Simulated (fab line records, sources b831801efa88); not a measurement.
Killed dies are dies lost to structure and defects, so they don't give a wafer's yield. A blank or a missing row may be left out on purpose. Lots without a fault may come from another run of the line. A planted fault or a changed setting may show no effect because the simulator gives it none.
Which tool did it? | flow sky130 | 13 lots, 39 wafers sampled, at 2 steps of a route of 708

WHAT THE GAUGES READ, wafer by wafer
SKY_NWELL_OVL_MEAS_10.
lot  | measured     | on         | NWELL_00_OVL (nm)
L857 | day 4 14:40  | overlay-02 | -1.3 -2.1 -0.2
L858 | day 4 21:50  | overlay-02 | 0.3 0.1 0.6
L859 | day 5 05:23  | overlay-01 | -2.3 -0.9 -0.6
L862 | day 5 18:52  | overlay-02 | -1.0 -0.8 0.2
L864 | day 6 10:25  | overlay-02 | 1.9 1.7 2.9
L865 | day 6 12:10  | overlay-02 | 0.0 0.3 1.8
L866 | day 6 19:49  | overlay-02 | -1.7 -2.0 -1.6
L874 | day 8 16:22  | overlay-01 | -1.8 -1.8 -2.1
L875 | day 9 01:46  | overlay-02 | -0.7 -0.8 -1.9
L876 | day 9 04:28  | overlay-01 | 0.9 -0.4 1.1
L878 | day 9 16:43  | overlay-01 | 0.5 -0.6 -0.3
L879 | day 10 02:56 | overlay-01 | 1.2 -0.1 -0.4
L880 | day 10 12:08 | overlay-01 | -1.6 -1.5 -2.0

SKY_LDD_P_CD_MEAS_07: target cd 380 nm.
lot  | measured     | on        | cd_nm (nm)
L857 | day 18 22:45 | cd_sem-01 | 381.1 378.7 382.1
L858 | day 19 15:59 | cd_sem-02 | 382.1 382.0 381.5
L859 | day 20 03:13 | cd_sem-02 | 384.6 381.1 382.5
L862 | day 21 08:22 | cd_sem-01 | 382.3 382.5 379.5
L864 | day 22 04:45 | cd_sem-02 | 378.9 377.4 378.6
L865 | day 22 03:57 | cd_sem-01 | 380.7 380.1 378.4
L866 | day 22 19:00 | cd_sem-01 | 379.3 380.0 380.4
L874 | day 25 11:12 | cd_sem-01 | 381.6 380.9 379.2
L875 | day 25 22:53 | cd_sem-01 | 382.3 380.9 381.2
L876 | day 26 00:26 | cd_sem-02 | 378.1 378.6 378.6
L878 | day 27 03:17 | cd_sem-01 | 378.2 378.2 380.2
L879 | day 27 10:36 | cd_sem-01 | 379.0 379.2 379.4
L880 | day 27 20:21 | cd_sem-01 | 383.3 381.1 379.7

WHICH TOOL RAN EACH LOT (tool, then ch and the chambers of the sampled wafers, then the start)
The record holds no process step before these readings.

WHAT THE TOOLS THEMSELVES READ (means of the sampled wafers that have a number; where no wafer has one, the mark that the record gives instead)
The record holds no such reading with a usual standard deviation.

THE ANSWER, worked out from the rows above alone
Rule: what is usual is taken from the lots themselves. Put in order of their means at a reading, lots are off if they are a third of the lots or fewer, leave a main group of 4 or more, and stand apart from it by a gap of 3 or more times the standard deviation of the main group's means; of several such gaps the widest counts. A main group whose means are all the same, to the digits that the tables above print for the reading, isn't used. A lot without any number at a reading at which 4 lots or more have one is off too. The other lots that the step has rows for count as sound. The gauges are gone through in route order, then the tools' own readings, and for those a lot's mean is taken as printed above. The first step at which some lot is off is used, and at that step the reading that is off furthest; a lot without a number counts as furthest.
No lot is off at any reading shown: from this, nothing can be told.

WHAT THE SIMULATOR HAD PUT IN
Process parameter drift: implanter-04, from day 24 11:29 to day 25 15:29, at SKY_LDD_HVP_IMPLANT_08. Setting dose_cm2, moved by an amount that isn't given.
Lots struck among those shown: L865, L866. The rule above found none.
